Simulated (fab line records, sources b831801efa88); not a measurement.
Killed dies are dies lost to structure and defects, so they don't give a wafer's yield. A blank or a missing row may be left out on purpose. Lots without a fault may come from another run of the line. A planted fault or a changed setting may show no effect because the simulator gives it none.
fab line records | flow sky130
record lots=5 wafers=15 last_day=50
route steps=708 shown CAPM@542 METAL3@555 VIA3@573 PAD_OPEN@708
lots that met no fault: from a run of the same line without faults
start_h: hours from the record's first day to the start of the lot's first wafer shown | wait_h: hours since the lot's step before | " the same as in the row above | L1.1+2: a row that stands for several wafers | - no value, or no start given | * or withheld: withheld | < > ~ a bound
route shown NAME@n: a module of which the file shows steps, and the number in the route of the first | usual: mean/standard deviation of fault-free wafers | same: alike in all rows | chamber/n: place in a boat | sites: the reading at each site | _std_site: their standard deviation | _edge_site: outer sites' mean less inner sites' | radius_mm: how far each site lies from the wafer's centre | mask NAME#n: copy n | behind: the tool/chamber that last shaped the wafer | hold: why the lot was held/for how many hours/how that ended | device: the transistor (n, p or np) that didn't switch | end of line: the same wafers' tests at the end of the route | a step without rows: its recipe alone | killed: dies lost to structure and defects at the first sort, not the wafer's yield | map: a wafer's dies, x killed, . not, _ none there
set.NAME: the setting as run; set.NAME@STEP: as run at that earlier step | model.NAME: the simulator's own value behind a step, which no gauge read
lots at some steps of the route; a table a step, a row a wafer
services: from which hour (start_h, from the record's first day; less than 0 if before it) a tool's chamber was out of use, for how many hours, and why
## steps
# step SKY_CAPM_DEHYDRATE_05
# recipe temp_c=200 time_s=60
# step SKY_CAPM_HMDS_06
# recipe prime_time_s=60 prime_temp_c=120
# step SKY_CAPM_COAT_07
# recipe resist=NOVOLAK spin_rpm=3000 resist_thk_nm=1140
# step SKY_CAPM_SOFTBAKE_08
# recipe temp_c=90 time_s=60 resist=NOVOLAK
# step SKY_CAPM_EXPOSE_09
# recipe mask_id=CAPM na=0.6 source_shape=conventional sigma_outer=0.6 polarization=unpolarized target_cd_nm=1000 dose_mj=159
# step SKY_CAPM_PEB_10
# recipe temp_c=withheld time_s=* resist=NOVOLAK
# step SKY_CAPM_DEVELOP_11
# recipe resist=NOVOLAK developer=TMAH develop_time_s=60 dev_temp_c=23
# step SKY_CAPM_OVL_MEAS_12
# usual CAPM_OVL=-1.5/1
# columns lot.wafer tool chamber start_h wait_h CAPM_OVL[nm]
L143.2 overlay-01 - 951.91 0.1 -0.6
L143.3 " - " " -1.9
L143.6 " - " " -1.8
L145.3 overlay-02 - 973.75 0.1 -1.1
L145.4 " - " " -1.8
L145.6 " - " " -0.6
L147.1 overlay-02 - 980.29 0.1 -1.0
L147.3 " - " " 0.4
L147.4 " - " " -1.1
L150.1 overlay-02 - 988.06 0.1 -2.1
L150.2 " - " " -3.9
L150.3 " - " " -2.3
L158.2 overlay-02 - 1049.86 0.1 -1.9
L158.5 " - " " -1.1
L158.6 " - " " -1.1
# step SKY_CAPM_METAL_ETCH_13
# recipe target_depth_nm=220 stop_on=SiO2 chemistry=Cl2/BCl3 target=TiN pressure_mtorr=10 icp_w=900 bias_w=48.5 Cl2_flow_sccm=60 bcl3_flow_sccm=30 time_s=62.9
# step SKY_CAPM_STRIP_14
# recipe chemistry=O2/N2 power_w=1400 pressure_mtorr=1500 platen_temp_c=withheld o2_flow_sccm=3000 n2_flow_sccm=300 overash_fraction=0.5
# usual drypump_motor_current_A=5.8/0.44 oes_product_au=0.711/0.0045 strip_time_to_endpoint_s=12.66/0.048
# columns lot.wafer tool chamber start_h wait_h drypump_motor_current_A oes_product_au rf_hours_counter_h strip_time_to_endpoint_s
L143.2 plasma_asher-02 1 952.02 0.1 6.2 0.710 110 12.67
L143.3 " 1 " " 6.2 0.706 - 12.69
L143.6 " 1 " " 6.2 0.711 - 12.67
L145.3 plasma_asher-03 0 973.88 0.1 5.4 0.708 - 12.68
L145.4 " 1 " " 6.2 0.718 - 12.67
L145.6 " 0 " " 5.4 0.716 - 12.68
L147.1 plasma_asher-02 0 980.40 0.1 5.5 0.707 113 12.74
L147.3 " 1 " " 6.2 0.720 - 12.68
L147.4 " 0 " " 5.5 0.721 - 12.72
L150.1 plasma_asher-03 0 988.17 0.1 5.4 0.708 22 12.64
L150.2 " 1 " " 6.1 0.708 22 12.64
L150.3 " 1 " " 6.2 0.712 - 12.65
L158.2 plasma_asher-01 0 1049.97 0.1 6.1 0.714 97 12.63
L158.5 " 0 " " 6.2 0.706 - 12.63
L158.6 " 1 " " 5.1 0.709 - 12.60
# step SKY_CAPM_STRIP_15
# recipe chemistry=post_etch_residue_remover time_s=1200 temp_c=72.5
# step SKY_CAPM_CLEAN_16
# recipe chemistry=IPA time_s=180 temp_c=25
# step SKY_CAPM_CLEAN_17
# recipe chemistry=O3/DIW dry=n2_spin
# columns lot.wafer tool chamber start_h wait_h
L143.2+3+6 wet_bench-01 2 952.52 0.0
L145.3+4+6 wet_bench-03 1 974.35 0.0
L147.1+3+4 wet_bench-03 0 980.90 0.0
L150.1+2+3 wet_bench-03 0 988.67 0.0
L158.2+5+6 wet_bench-01 3 1050.47 0.0
# step SKY_METAL3_DEHYDRATE_05
# recipe temp_c=200 time_s=60
# step SKY_METAL3_HMDS_06
# recipe prime_time_s=60 prime_temp_c=120
# step SKY_METAL3_COAT_07
# recipe resist=BARC temp_c=withheld time_s=withheld spin_rpm=3000 resist_thk_nm=60
# step SKY_METAL3_COAT_08
# recipe resist=KrF-thick spin_rpm=3000 resist_thk_nm=1140
# step SKY_METAL3_SOFTBAKE_09
# recipe temp_c=100 time_s=90 resist=KrF-thick
# step SKY_METAL3_EXPOSE_10
# recipe mask_id=MM3 na=0.68 source_shape=annular sigma_inner=0.4 sigma_outer=0.8 target_cd_nm=300 dose_mj=28
# step SKY_METAL3_PEB_11
# recipe peb_temp_c=withheld peb_time_s=withheld resist=KrF-thick
# step SKY_METAL3_DEVELOP_12
# recipe develop_time_s=60 resist=KrF-thick dev_temp_c=21
# step SKY_METAL3_CD_MEAS_13
# recipe target_cd_nm=300
# usual cd_nm=299.7/1.5
# columns lot.wafer tool chamber start_h wait_h cd_nm
L143.2 cd_sem-01 - 975.33 - 299.6
L143.3 " - " " 300.9
L143.6 " - " " 301.1
L145.3 cd_sem-02 - 997.90 - 301.8
L145.4 " - " " 301.3
L145.6 " - " " 300.6
L147.1 cd_sem-01 - 1004.16 - 298.9
L147.3 " - " " 298.6
L147.4 " - " " 298.1
L150.1 cd_sem-01 - 1012.16 - 300.4
L150.2 " - " " 299.7
L150.3 " - " " 299.2
L158.2 cd_sem-02 - 1071.81 - 298.1
L158.5 " - " " 299.3
L158.6 " - " " 298.6
# step SKY_METAL3_OVL_MEAS_14
# usual METAL3_OVL=-2/5
# columns lot.wafer tool chamber start_h wait_h METAL3_OVL[nm]
L143.2 overlay-01 - 975.44 0.1 -4
L143.3 " - " " -3
L143.6 " - " " 5
L145.3 overlay-01 - 997.99 0.1 -6
L145.4 " - " " -2
L145.6 " - " " -3
L147.1 overlay-02 - 1004.28 0.1 0
L147.3 " - " " 2
L147.4 " - " " -2
L150.1 overlay-02 - 1012.28 0.1 -4
L150.2 " - " " -7
L150.3 " - " " 3
L158.2 overlay-02 - 1071.91 0.1 2
L158.5 " - " " 6
L158.6 " - " " 0
# step SKY_METAL3_DESCUM_15
# recipe chemistry=O2 source_power_w=150 bias_power_w=0 pressure_mtorr=10 temp_c=40 time_s=8
# usual drypump_motor_current_A=6.1/0.48 oes_product_au=0.999/0.012
# same bias_power_w=0 time_s=8
# columns lot.wafer tool chamber start_h wait_h drypump_motor_current_A oes_product_au rf_hours_counter_h
L143.2 rie_metal-01 1 975.47 0.0 6.4 0.990 15
L143.3 " 0 " " 6.2 0.995 -
L143.6 " 1 " " 6.4 0.993 -
L145.3 rie_metal-01 0 998.03 0.0 6.2 0.986 -
L145.4 " 1 " " 6.4 0.999 -
L145.6 " 1 " " 6.4 1.004 -
L147.1 rie_metal-03 0 1004.32 0.0 6.5 1.015 15
L147.3 " 0 " " 6.5 1.006 -
L147.4 " 1 " " 5.3 1.008 -
L150.1 rie_metal-03 0 1012.32 0.0 6.5 1.016 16
L150.2 " 1 " " 5.3 1.004 21
L150.3 " 0 " " 6.5 1.023 -
L158.2 rie_metal-01 0 1071.95 0.0 6.2 0.995 -
L158.5 " 0 " " 6.2 0.997 -
L158.6 " 0 " " 6.2 0.992 -
# step SKY_METAL3_ETCH_16
# recipe chemistry=N2/H2 target=BARC ion_energy_ev=200 bias_w=100 pressure_mtorr=30 n2_flow_sccm=100 h2_flow_sccm=200 icp_w=500 stop_on=SiO2 time_s=88.2 target_depth_a=600
# usual drypump_motor_current_A=6.1/0.48 oes_product_au=0.625/0.0043 throttle_valve_pct=13.204/0.0088
# same time_s=88.2
# columns lot.wafer tool chamber start_h wait_h drypump_motor_current_A oes_product_au rf_hours_counter_h throttle_valve_pct
L143.2 rie_metal-01 1 975.50 0.0 6.4 0.630 15 13.219
L143.3 " 0 " " 6.2 0.627 - 13.192
L143.6 " 1 " " 6.5 0.622 - 13.217
L145.3 rie_metal-01 0 998.08 0.0 6.2 0.623 - 13.206
L145.4 " 1 " " 6.4 0.635 - 13.199
L145.6 " 1 " " 6.4 0.621 - 13.214
L147.1 rie_metal-03 0 1004.35 0.0 6.6 0.623 15 13.220
L147.3 " 0 " " 6.6 0.632 - 13.216
L147.4 " 1 " " 5.4 0.627 - 13.206
L150.1 rie_metal-03 0 1012.35 0.0 6.5 0.621 16 13.204
L150.2 " 1 " " 5.3 0.624 21 13.199
L150.3 " 0 " " 6.6 0.629 - 13.199
L158.2 rie_metal-01 0 1072.04 0.1 6.3 0.617 - 13.191
L158.5 " 0 " " 6.3 0.621 - 13.201
L158.6 " 0 " " 6.3 0.623 - 13.196
# step SKY_METAL3_ETCH_17
# recipe target=SiO2 stop_on=TiN chemistry=C4F8/O2/Ar source_w=1500 bias_w=1200 pressure_mtorr=40 c4f8_flow_sccm=withheld O2_flow_sccm=6 Ar_flow_sccm=300 time_s=3.9 target_depth_a=150
# usual oes_product_au=0.754/0.0069
# same time_s=3.9
# columns lot.wafer tool chamber start_h wait_h oes_product_au
L143.2 rie_diel-04 1 975.60 0.1 0.767
L143.3 " 2 " " 0.755
L143.6 " 1 " " 0.760
L145.3 rie_diel-03 0 998.15 0.0 0.749
L145.4 " 3 " " 0.753
L145.6 " 0 " " 0.764
L147.1 rie_diel-03 1 1004.45 0.1 0.760
L147.3 " 0 " " 0.750
L147.4 " 3 " " 0.764
L150.1 rie_diel-02 2 1012.45 0.1 0.751
L150.2 " 1 " " 0.764
L150.3 " 0 " " 0.757
L158.2 rie_diel-04 3 1072.20 0.1 0.755
L158.5 " 1 " " 0.757
L158.6 " 0 " " 0.755
# step SKY_METAL3_METAL_ETCH_18
# recipe target_depth_a=8450 stop_on=SiO2 over_etch_frac=0.3 time_s=183.1 chemistry=Cl2/BCl3 resist_sidewall_deg=88 pressure_mtorr=10 icp_w=900 bias_w=48.5 Cl2_flow_sccm=60 bcl3_flow_sccm=30
# step SKY_METAL3_STRIP_19
# recipe chemistry=O2/N2 power_w=1400 pressure_mtorr=1500 platen_temp_c=withheld o2_flow_sccm=3000 n2_flow_sccm=300 overash_fraction=0.5
# step SKY_METAL3_STRIP_20
# recipe chemistry=post_etch_residue_remover time_s=1200 temp_c=72.5
# step SKY_METAL3_CLEAN_21
# recipe chemistry=IPA time_s=180 temp_c=25
# step SKY_METAL3_CLEAN_22
# recipe chemistry=O3/DIW dry=n2_spin
# step SKY_VIA3_HDPCVD_00
# recipe material=SiO2 target_thk_nm=1635 sigma_open_frac=0.3 time_s=272.5 temp_c=400 sih4_flow_sccm=60 pressure_mtorr=6
# step SKY_VIA3_THK_MEAS_01
# recipe reads=SiO2_of_VIA3_HDPCVD_00
# usual VIA3_HDPCVD_THK=1633/16
# columns lot.wafer tool chamber start_h wait_h VIA3_HDPCVD_THK[nm]
L143.2 film_metro-02 - 976.58 0.1 1629
L143.3 " - " " 1590
L143.6 " - " " 1600
L145.3 film_metro-04 - 999.17 0.1 1642
L145.4 " - " " 1620
L145.6 " - " " 1620
L147.1 film_metro-01 - 1005.59 0.1 1610
L147.3 " - " " 1646
L147.4 " - " " 1637
L150.1 film_metro-04 - 1013.45 0.1 1638
L150.2 " - " " 1643
L150.3 " - " " 1641
L158.2 film_metro-01 - 1073.35 0.1 1628
L158.5 " - " " 1633
L158.6 " - " " 1624
# step SKY_VIA3_CMP_02
# recipe material=SiO2 down_force_psi=4 platen_rpm=60 pad_velocity_m_s=0.94248
# usual motor_current_A=12.2/1.1 slurry_filter_dp_kPa=13.50/0.14
# columns lot.wafer tool chamber start_h wait_h motor_current_A slurry_filter_dp_kPa
L143.3 cmp-02 2 976.63 0.0 10.9 13.66
L143.2 " 1 " " 10.4 13.67
L143.6 " 2 " " 11.1 13.42
L145.4 cmp-02 3 999.26 0.1 13.1 13.67
L145.3 " 1 " " 10.6 13.37
L145.6 " 2 " " 10.8 13.43
L147.1 cmp-02 3 1005.70 0.1 13.9 13.55
L147.4 " 0 " " 12.6 13.55
L147.3 " 1 " " 10.0 13.49
L150.2 cmp-01 1 1013.51 0.0 13.2 13.03
L150.3 " 3 " " 11.4 13.36
L150.1 " 0 " " 11.7 13.36
L158.2 cmp-02 1 1073.55 0.2 10.6 13.63
L158.5 " 2 " " 11.2 13.33
L158.6 " 3 " " 14.0 13.45
# step SKY_VIA3_BOW_MEAS_03
# recipe mode=bow
# usual VIA3_BOW=78/7.3
# columns lot.wafer tool chamber start_h wait_h VIA3_BOW[um]
L143.2 film_metro-02 - 976.95 0.1 72
L143.3 " - " " 84
L143.6 " - " " 75
L145.3 film_metro-04 - 999.55 0.1 81
L145.4 " - " " 75
L145.6 " - " " 84
L147.1 film_metro-02 - 1005.95 0.2 84
L147.3 " - " " 86
L147.4 " - " " 74
L150.1 film_metro-02 - 1013.81 0.1 90
L150.2 " - " " 85
L150.3 " - " " 87
L158.2 film_metro-02 - 1073.75 0.1 70
L158.5 " - " " 71
L158.6 " - " " 77
# step SKY_VIA3_DEHYDRATE_04
# recipe temp_c=200 time_s=60
# step SKY_VIA3_HMDS_05
# recipe prime_time_s=60 prime_temp_c=120
# step SKY_VIA3_COAT_06
# recipe resist=BARC temp_c=withheld time_s=withheld spin_rpm=3000 resist_thk_nm=60
# step SKY_VIA3_COAT_07
# recipe resist=KrF-thick spin_rpm=3000 resist_thk_nm=450
# step SKY_VIA3_SOFTBAKE_08
# recipe temp_c=100 time_s=90 resist=KrF-thick
# step SKY_VIA3_EXPOSE_09
# recipe mask_id=VIM3 na=0.8 source_shape=annular sigma_inner=0.55 sigma_outer=0.85 target_cd_nm=200 dose_mj=38
# step SKY_VIA3_PEB_10
# recipe peb_temp_c=withheld peb_time_s=withheld resist=KrF-thick
# step SKY_PAD_OPEN_PROBE_99
# usual defect_limited_yield=82.5/1.8 killed_at_M0_to_M3=43/6.5 killed_at_M4_up=3/1.7 killed_at_contacts=25/5.1 killed_at_front_end=15/3.8 killed_at_other=0.2/0.45 killed_dies=86/8.8 killed_open=47/6.7 killed_short=39/6 sort_bin_3_pad_short=0.9/0.46 sort_bin_5_function=10.2/1.4 sort_bin_6_memory=6.4/1 sort_n_pass=406/8.8 sort_yield_pct=82.5/1.8
# same gross_dies=492 killed_at_back_side=0 sort_bin_4_leakage[%]=0 sort_bin_8_speed[%]=0
# columns lot.wafer tool chamber start_h wait_h defect_limited_yield[%] killed_at_M0_to_M3 killed_at_M4_up killed_at_contacts killed_at_front_end killed_at_other killed_dies killed_open killed_short sort_bin_3_pad_short[%] sort_bin_5_function[%] sort_bin_6_memory[%] sort_n_pass sort_yield_pct[%] model.etest.tester.sort_n_pass model.etest.tester.sort_yield_pct model.etest.tester.sort_bin_5_pct model.etest.tester.sort_bin_3_pct
L143.2 prober-02 - 1135.83 0.1 84.3 44 2 19 12 0 77 48 29 0.8 11.2 3.7 415 84.3 415 84.35 11.18 0.813
L143.3 prober-02 - 1135.88 0.2 82.1 40 4 23 21 0 88 48 40 1.2 10.2 6.5 404 82.1 404 82.11 10.16 1.22
L143.6 prober-02 - 1136.03 0.2 83.9 38 6 20 15 0 79 42 37 0.8 9.6 5.7 413 83.9 413 83.94 9.553 0.813
L145.3 prober-01 - 1155.09 0.2 77.8 46 5 39 17 2 109 63 46 1.2 13.8 7.1 383 77.8 383 77.85 13.82 1.22
L145.4 prober-01 - 1155.14 0.2 81.1 50 3 26 14 0 93 53 40 1.2 10.2 7.5 399 81.1 399 81.1 10.16 1.22
L145.6 prober-01 - 1155.24 0.2 80.9 44 7 31 11 1 94 52 42 0.4 12.8 5.9 398 80.9 398 80.89 12.8 0.4065
L147.1 prober-01 - 1160.84 0.1 80.3 51 1 29 16 0 97 51 46 1.2 11.4 7.1 395 80.3 395 80.28 11.38 1.22
L147.3 prober-01 - 1160.94 0.2 84.3 42 6 16 13 0 77 42 35 0.8 7.9 6.9 415 84.3 415 84.35 7.927 0.813
L147.4 prober-01 - 1160.99 0.2 80.5 53 3 26 14 0 96 53 43 0.8 12.4 6.3 396 80.5 396 80.49 12.4 0.813
L150.1 prober-01 - 1166.86 0.1 76.0 45 2 14 12 45 118 41 32 1.8 15.2 6.9 374 76.0 374 76.02 15.24 1.829
L150.2 prober-01 - 1166.91 0.1 73.4 43 2 23 12 51 131 51 29 1.2 18.3 7.1 361 73.4 361 73.37 18.29 1.22
L150.3 prober-01 - 1166.96 0.2 73.6 43 3 19 15 50 130 38 42 2.4 16.7 7.3 362 73.6 362 73.58 16.67 2.439
L158.2 prober-01 - 1208.27 0.1 84.8 30 4 26 15 0 75 40 35 0.4 9.6 5.3 417 84.8 417 84.76 9.553 0.4065
L158.5 prober-01 - 1208.42 0.2 85.0 37 1 20 15 1 74 44 30 0.8 9.3 4.9 418 85.0 418 84.96 9.35 0.813
L158.6 prober-01 - 1208.47 0.2 83.3 43 0 27 12 0 82 50 32 0.2 10.2 6.3 410 83.3 410 83.33 10.16 0.2033
# killed by level:class
L143.2 VIA1:geometric_particle:open=13 VIA3:geometric_particle:open=9 METAL1:geometric_particle:short=8 CONTACT:geometric_particle:open=6 FIELD_ISO:geometric_particle:open=5 LI_CONTACT:geometric_particle:open=5 METAL2:geometric_particle:short=5 POLY_GATE:geometric_particle:open=3
L143.3 VIA1:geometric_particle:open=10 POLY_GATE:geometric_particle:open=6 METAL1:geometric_particle:short=6 FIELD_ISO:geometric_particle:short=5 POLY_GATE:geometric_particle:short=5 LI_CONTACT:geometric_particle:open=5 CONTACT:geometric_particle:short=5 CONTACT:geometric_particle:open=5
L143.6 VIA2:geometric_particle:open=9 VIA2:geometric_particle:short=7 VIA1:geometric_particle:open=6 LI_CONTACT:geometric_particle:open=6 METAL4:geometric_particle:short=5 CONTACT:geometric_particle:open=5 FIELD_ISO:geometric_particle:short=4 FIELD_ISO:geometric_particle:open=4
L145.3 CONTACT:geometric_particle:open=17 VIA1:geometric_particle:open=11 VIA3:geometric_particle:open=10 LI_CONTACT:geometric_particle:open=9 LOCAL_INTERCONNECT:geometric_particle:short=7 METAL1:geometric_particle:short=6 METAL2:geometric_particle:short=6 FIELD_ISO:geometric_particle:short=5
L145.4 VIA1:geometric_particle:open=14 CONTACT:geometric_particle:open=10 VIA1:geometric_particle:short=8 VIA3:geometric_particle:open=8 LOCAL_INTERCONNECT:geometric_particle:short=5 POLY_GATE:geometric_particle:open=4 CONTACT:geometric_particle:short=4 METAL1:geometric_particle:short=4
L145.6 VIA1:geometric_particle:open=14 CONTACT:geometric_particle:open=8 VIA2:geometric_particle:open=8 LI_CONTACT:geometric_particle:open=7 CONTACT:geometric_particle:short=6 LOCAL_INTERCONNECT:geometric_particle:short=5 METAL4:geometric_particle:short=5 VIA1:geometric_particle:short=4
L147.1 VIA1:geometric_particle:open=14 CONTACT:geometric_particle:open=9 LI_CONTACT:geometric_particle:open=8 VIA1:geometric_particle:short=7 LOCAL_INTERCONNECT:geometric_particle:short=6 VIA2:geometric_particle:open=6 VIA2:geometric_particle:short=6 POLY_GATE:geometric_particle:short=5
L147.3 VIA1:geometric_particle:open=12 VIA2:geometric_particle:open=8 METAL1:geometric_particle:short=6 VIA1:geometric_particle:short=6 METAL4:geometric_particle:short=5 POLY_GATE:geometric_particle:open=4 LI_CONTACT:geometric_particle:open=4 LOCAL_INTERCONNECT:geometric_particle:short=4
L147.4 CONTACT:geometric_particle:open=15 VIA1:geometric_particle:open=9 VIA2:geometric_particle:open=9 METAL1:geometric_particle:short=8 VIA3:geometric_particle:open=7 METAL2:geometric_particle:short=7 LOCAL_INTERCONNECT:geometric_particle:short=5 FIELD_ISO:geometric_particle:short=4
L150.1 CAPM:unspecified=45 VIA3:geometric_particle:open=13 VIA1:geometric_particle:open=5 LI_CONTACT:geometric_particle:open=5 FIELD_ISO:geometric_particle:open=4 VIA1:geometric_particle:short=4 VIA2:geometric_particle:open=4 METAL3:geometric_particle:short=4
L150.2 CAPM:unspecified=51 LI_CONTACT:geometric_particle:open=8 CONTACT:geometric_particle:open=8 VIA3:geometric_particle:open=7 VIA2:geometric_particle:open=6 METAL1:geometric_particle:short=5 FIELD_ISO:geometric_particle:open=4 POLY_GATE:geometric_particle:open=4
L150.3 CAPM:unspecified=50 METAL1:geometric_particle:short=8 METAL2:geometric_particle:short=8 VIA2:geometric_particle:open=8 POLY_GATE:geometric_particle:open=7 VIA3:geometric_particle:open=6 VIA1:geometric_particle:open=5 LI_CONTACT:geometric_particle:open=4
L158.2 CONTACT:geometric_particle:open=11 VIA3:geometric_particle:open=6 VIA1:geometric_particle:short=5 FIELD_ISO:geometric_particle:open=4 LOCAL_INTERCONNECT:geometric_particle:short=4 CONTACT:geometric_particle:short=4 VIA1:geometric_particle:open=4 VIA2:geometric_particle:open=4
L158.5 VIA1:geometric_particle:open=11 CONTACT:geometric_particle:open=9 POLY_GATE:geometric_particle:open=8 VIA3:geometric_particle:open=6 CONTACT:geometric_particle:short=5 METAL3:geometric_particle:short=5 METAL2:geometric_particle:short=4 FIELD_ISO:geometric_particle:short=3
L158.6 VIA1:geometric_particle:open=10 VIA3:geometric_particle:open=8 LI_CONTACT:geometric_particle:open=7 CONTACT:geometric_particle:open=6 VIA2:geometric_particle:open=6 FIELD_ISO:geometric_particle:short=5 FIELD_ISO:geometric_particle:open=5 LI_CONTACT:geometric_particle:short=5
# map L150.2 (x killed, . not)
__________x........._________
________xx....x.....x._______
______.x.x..x.xxx.x.xxxx_____
_____.....xxxxxxx...x....____
____....x.xxxxxxxx......x.___
___x.x...xxxxxxxxxxx.x..x..__
__....x.x..xxxxxxx.x..x.xx.x_
_x........xxxxxxxx..x........
_...........xxxx.x..........x
_.....xx....x.x.x..x.x.......
_x.....x.....x...............
_...x...x.....x...xx...x.x...
_...x.....x.......x.....x....
_...x..x.x...................
_.....................xxx....
__.......x....x.x......x...._
___...x....................__
____x..x.xx...x..x.x......___
_____....xx...xx.....x.x.____
______x.........x......._____
________....x.x..x...._______
__________.......x.x_________
# map L147.1 (x killed, . not)
__________.........._________
________.x....x......._______
______.xx...x.....x....._____
_____x...xxx.........xx..____
____.......x.....xx...x...___
___.....x..........xx..x..x__
__..xx........xx..........x._
_........xx....x.......x..x..
_xx....xxx..........xx...x...
_..x.x.x.....................
_.x....x.xx...........x......
_x...xx...x.........x..xx....
_x.x......xxxx.xxx...........
_.xx.x........x..xx..x.......
_..xx..........x...........x.
__x..............x.......x.._
___..................xx...x__
____............x.......x.___
_____.......x........xx..____
______x....x....xxx....x_____
________...........x.._______
__________xxx.....xx_________
## services
# columns tool chamber start_h hours kind
rie_diel-04 3 941.83 12.8 repair
plasma_asher-03 - 951.72 15.6 pm
plasma_asher-01 - 960.62 4.3 pm
rie_diel-04 1 968.16 2.2 repair
rie_metal-03 - 978.89 16.6 repair
cmp-01 - 981.87 5.2 pm
rie_diel-04 3 992.15 5.2 repair
cmp-02 - 1012.63 4.0 repair
cmp-01 - 1015.11 1.5 repair
plasma_asher-03 - 1018.32 4.3 pm
cmp-01 - 1030.60 0.5 repair
cmp-01 - 1046.85 1.7 repair
plasma_asher-02 - 1055.25 9.0 pm
plasma_asher-02 0 1055.25 9.0 vent_cycle
plasma_asher-02 1 1055.25 9.0 vent_cycle
plasma_asher-02 0 1064.25 - clean
plasma_asher-02 1 1064.25 - clean
rie_metal-01 1 1065.05 7.0 repair
rie_metal-03 1 1072.06 - clean
rie_metal-03 1 1072.06 12.3 scheduled_down
rie_metal-03 1 1072.06 12.3 vent_cycle
## key
first_sign step=SKY_PAD_OPEN_PROBE_99 reading=killed_at_other direction=up sigmas=48 usual=0.2 struck=48.7
effect step=SKY_PAD_OPEN_PROBE_99 reading=sort_bin_5_function direction=up sigmas=4.6 usual=10.2 struck=16.7
model_effect step=SKY_PAD_OPEN_PROBE_99 value=etest.tester.sort_n_pass without=408.7 struck=365.7
met_at SKY_CAPM_CLEAN_17
struck_wafers L150.1,L150.2,L150.3
onset_between 980.90 988.67
also_fits SKY_CAPM_STRIP_14:plasma_asher-03,SKY_METAL3_DESCUM_15:rie_metal-03,SKY_METAL3_ETCH_16:rie_metal-03,SKY_METAL3_ETCH_17:rie_diel-02
fault kind=chamber_particle_source tool=wet_bench-03 chamber=0 onset_h=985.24 steps=SKY_CAPM_CLEAN_17 rate_per_visit_cm2=0.60498 end_h=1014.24
